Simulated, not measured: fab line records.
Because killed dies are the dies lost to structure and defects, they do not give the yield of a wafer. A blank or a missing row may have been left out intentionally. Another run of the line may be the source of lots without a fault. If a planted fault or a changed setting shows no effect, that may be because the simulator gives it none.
Which tool was responsible?    flow sky130    12 lots (36 wafers sampled), 1 step of a 708-step route

WHAT THE GAUGES SHOWED, per wafer
SKY_LI_CONTACT_THK_MEAS_23: measures by xrf.
lot   measured      on             LI_CONTACT_W_THK (nm)
L075  day 30 04:52  film metro-02  422 415 416
L077  day 30 12:31  film metro-01  427 424 432
L079  day 31 08:29  film metro-02  422 419 420
L081  day 31 22:35  film metro-04  426 416 421
L083  day 32 12:08  film metro-01  430 426 417
L085  day 33 06:44  film metro-01  427 424 422
L087  day 33 19:12  film metro-02  435 431 430
L089  day 34 15:28  film metro-02  428 428 424
L091  day 35 00:49  film metro-01  436 429 437
L093  day 35 10:02  film metro-01  419 429 433
L095  day 36 00:11  film metro-01  426 429 425
L097  day 36 13:39  film metro-02  427 432 428

WHAT TOOL EACH LOT RAN ON (gives the tool, then ch and the chambers of the sampled wafers, and finally the start)
Before these readings, the record contains no process step.

THE ANSWER, worked out from the rows above alone
Rule: what is usual is taken from the lots themselves. Put in order of their means at a reading, lots are off if they are a third of the lots or fewer, leave a main group of 4 or more, and stand apart from it by a gap of 3 or more times the standard deviation of the main group's means; of several such gaps the widest counts. Not used: any main group whose means are identical at the precision the tables above print for the reading. A lot without any number at a reading at which 4 lots or more have one is off too. Any other lot the step has rows for is counted as sound.
None of the lots is off at any reading shown; this tells nothing.

WHAT THE SIMULATOR HAD INSERTED
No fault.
